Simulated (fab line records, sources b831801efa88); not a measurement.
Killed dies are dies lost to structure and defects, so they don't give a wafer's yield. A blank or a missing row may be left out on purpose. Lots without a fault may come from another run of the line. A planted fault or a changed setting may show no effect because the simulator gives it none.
Which tool did it? | flow sfq_line | 13 lots, 39 wafers sampled, at 5 steps of a route of 325

WHAT THE GAUGES READ, wafer by wafer
SFQ_R5_RS_MEAS_933: measures by four-point-probe.
lot  | measured     | on            | R5_MONX_RS (ohm/sq)
L818 | day 49 22:19 | film_metro-01 | 7.10 7.09 7.09
L819 | day 52 22:53 | film_metro-03 | 7.17 7.15 7.08
L820 | day 52 23:46 | film_metro-01 | 6.99 7.01 7.04
L827 | day 54 07:32 | film_metro-01 | 6.86 6.98 6.97
L829 | day 55 04:29 | film_metro-02 | 6.96 5.63 7.00
L833 | day 57 22:59 | film_metro-03 | 7.09 7.14 7.05
L834 | day 58 04:56 | film_metro-01 | 7.10 7.16 7.08
L835 | day 58 10:56 | film_metro-02 | 7.09 7.07 7.19
L836 | day 58 14:10 | film_metro-02 | 6.98 7.00 6.99
L837 | day 64 08:19 | film_metro-03 | 6.98 6.93 7.02
L838 | day 64 11:53 | film_metro-03 | 7.11 6.99 7.12
L839 | day 64 19:05 | film_metro-03 | 7.10 7.03 7.05
L840 | day 64 21:31 | film_metro-02 | 7.08 7.09 7.07

SFQ_R5_THK_MEAS_934: measures by xrf.
lot  | measured     | on            | R5_MONX_THK (nm)
L818 | day 49 22:26 | film_metro-01 | 40.2 40.5 40.5
L819 | day 52 23:00 | film_metro-03 | 39.7 40.1 40.5
L820 | day 52 23:53 | film_metro-01 | 41.1 41.2 41.0
L827 | day 54 07:40 | film_metro-01 | 41.6 41.0 41.0
L829 | day 55 04:36 | film_metro-02 | 41.1 51.7 41.0
L833 | day 57 23:06 | film_metro-03 | 40.9 40.7 40.8
L834 | day 58 05:03 | film_metro-01 | 40.2 39.8 40.6
L835 | day 58 11:03 | film_metro-02 | 40.5 40.6 39.8
L836 | day 58 14:16 | film_metro-02 | 41.0 40.9 41.2
L837 | day 64 08:26 | film_metro-03 | 41.3 41.8 41.5
L838 | day 64 12:00 | film_metro-03 | 40.9 41.3 40.5
L839 | day 64 19:12 | film_metro-03 | 40.6 41.1 41.2
L840 | day 64 21:38 | film_metro-02 | 40.5 40.3 40.5

WHICH TOOL RAN EACH LOT (tool, then ch and the chambers of the sampled wafers, then the start)
lot  | SFQ_TRILAYER_I3_DEP_PECVD_081   | SFQ_TRILAYER_R5_DEP_SPUTTER_133 | SFQ_TRILAYER_R5_DEP_SPUTTER_134
L818 | pecvd-02 ch 0,1,2, day 30 23:04 | pvd_sputter-03, day 49 22:15    | pvd_sputter-03, day 49 22:19
L819 | pecvd-02 ch 0,2, day 39 06:14   | pvd_sputter-03, day 52 22:49    | pvd_sputter-03, day 52 22:52
L820 | pecvd-02 ch 0,2, day 39 11:10   | pvd_sputter-06, day 52 23:41    | pvd_sputter-06, day 52 23:45
L827 | pecvd-02 ch 1,2, day 47 04:33   | pvd_sputter-05, day 54 07:28    | pvd_sputter-05, day 54 07:31
L829 | pecvd-03 ch 0,1,2, day 48 08:16 | pvd_sputter-06, day 55 04:24    | pvd_sputter-06, day 55 04:27
L833 | pecvd-04 ch 0,1,2, day 49 14:52 | pvd_sputter-03, day 57 22:53    | pvd_sputter-03, day 57 22:57
L834 | pecvd-04 ch 0,1, day 49 20:52   | pvd_sputter-03, day 58 04:52    | pvd_sputter-03, day 58 04:55
L835 | pecvd-03 ch 1,2, day 50 07:22   | pvd_sputter-03, day 58 10:52    | pvd_sputter-03, day 58 10:55
L836 | pecvd-03 ch 0,1,2, day 50 13:22 | pvd_sputter-06, day 58 14:04    | pvd_sputter-06, day 58 14:07
L837 | pecvd-03 ch 0,1,2, day 50 21:42 | pvd_sputter-03, day 64 08:14    | pvd_sputter-03, day 64 08:18
L838 | pecvd-02 ch 2, day 51 05:52     | pvd_sputter-05, day 64 11:48    | pvd_sputter-05, day 64 11:51
L839 | pecvd-03 ch 0,1,2, day 51 12:16 | pvd_sputter-03, day 64 19:00    | pvd_sputter-03, day 64 19:03
L840 | pecvd-02 ch 1,2, day 51 13:18   | pvd_sputter-05, day 64 21:26    | pvd_sputter-05, day 64 21:30
- SFQ_TRILAYER_I3_DEP_PECVD_081: deposits SiO2 from SiH4/N2O, time 111.11 s, target thk 500 nm.
- SFQ_TRILAYER_R5_DEP_SPUTTER_133: material MoNx, target thk 40 nm, time 66.7 s.
- SFQ_TRILAYER_R5_DEP_SPUTTER_134: material Ti, target thk 5 nm, time 5 s.

WHAT THE TOOLS THEMSELVES READ (means of the sampled wafers that have a number; where no wafer has one, the mark that the record gives instead)
SFQ_TRILAYER_I3_DEP_PECVD_081.
lot  | tool     | chamber_pressure_Torr (Torr) | heater_power_outer_w (W) | heater_power_w (W) | throttle_valve_pct (%)
L818 | pecvd-02 | 2.399                        | 33                       | 88                 | 25.2
L819 | pecvd-02 | 2.404                        | 33                       | 85                 | 24.9
L820 | pecvd-02 | 2.401                        | 28                       | 78                 | 24.8
L827 | pecvd-02 | 2.401                        | 34                       | 93                 | 26.0
L829 | pecvd-03 | 2.400                        | 31                       | 85                 | 25.4
L833 | pecvd-04 | 2.400                        | 33                       | 92                 | 23.9
L834 | pecvd-04 | 2.405                        | 37                       | 93                 | 23.1
L835 | pecvd-03 | 2.403                        | 33                       | 86                 | 26.5
L836 | pecvd-03 | 2.403                        | 31                       | 83                 | 25.6
L837 | pecvd-03 | 2.396                        | 30                       | 82                 | 25.8
L838 | pecvd-02 | 2.400                        | 29                       | 78                 | 24.9
L839 | pecvd-03 | 2.400                        | 33                       | 84                 | 25.6
L840 | pecvd-02 | 2.402                        | 30                       | 85                 | 26.3

SFQ_TRILAYER_R5_DEP_SPUTTER_133.
lot  | tool           | throttle_valve_pct (%)
L818 | pvd_sputter-03 | 30.6
L819 | pvd_sputter-03 | 30.7
L820 | pvd_sputter-06 | 29.4
L827 | pvd_sputter-05 | 29.9
L829 | pvd_sputter-06 | 30.1
L833 | pvd_sputter-03 | 30.4
L834 | pvd_sputter-03 | 30.4
L835 | pvd_sputter-03 | 30.4
L836 | pvd_sputter-06 | 29.9
L837 | pvd_sputter-03 | 30.9
L838 | pvd_sputter-05 | 30.0
L839 | pvd_sputter-03 | 30.6
L840 | pvd_sputter-05 | 29.7

SFQ_TRILAYER_R5_DEP_SPUTTER_134.
lot  | tool           | throttle_valve_pct (%)
L818 | pvd_sputter-03 | 30.6
L819 | pvd_sputter-03 | 30.5
L820 | pvd_sputter-06 | 29.2
L827 | pvd_sputter-05 | 30.0
L829 | pvd_sputter-06 | 30.3
L833 | pvd_sputter-03 | 30.3
L834 | pvd_sputter-03 | 30.4
L835 | pvd_sputter-03 | 30.3
L836 | pvd_sputter-06 | 29.6
L837 | pvd_sputter-03 | 30.7
L838 | pvd_sputter-05 | 30.0
L839 | pvd_sputter-03 | 30.5
L840 | pvd_sputter-05 | 29.5

THE ANSWER, worked out from the rows above alone
Rule: what is usual is taken from the lots themselves. Put in order of their means at a reading, lots are off if they are a third of the lots or fewer, leave a main group of 4 or more, and stand apart from it by a gap of 3 or more times the standard deviation of the main group's means; of several such gaps the widest counts. A main group whose means are all the same, to the digits that the tables above print for the reading, isn't used. A lot without any number at a reading at which 4 lots or more have one is off too. The other lots that the step has rows for count as sound. The gauges are gone through in route order, then the tools' own readings, and for those a lot's mean is taken as printed above. The first step at which some lot is off is used, and at that step the reading that is off furthest; a lot without a number counts as furthest.
Off: L829, at SFQ_R5_RS_MEAS_933 (R5_MONX_RS). The main group: mean 7.06 ohm/sq, standard deviation 0.06.
A tool fits if, at a process step before that reading, it ran every lot that is off, and no sound lot after the first of them. The gauges at SFQ_R5_RS_MEAS_933 are tried like those tools. None of those tried fits.

WHAT THE SIMULATOR HAD PUT IN
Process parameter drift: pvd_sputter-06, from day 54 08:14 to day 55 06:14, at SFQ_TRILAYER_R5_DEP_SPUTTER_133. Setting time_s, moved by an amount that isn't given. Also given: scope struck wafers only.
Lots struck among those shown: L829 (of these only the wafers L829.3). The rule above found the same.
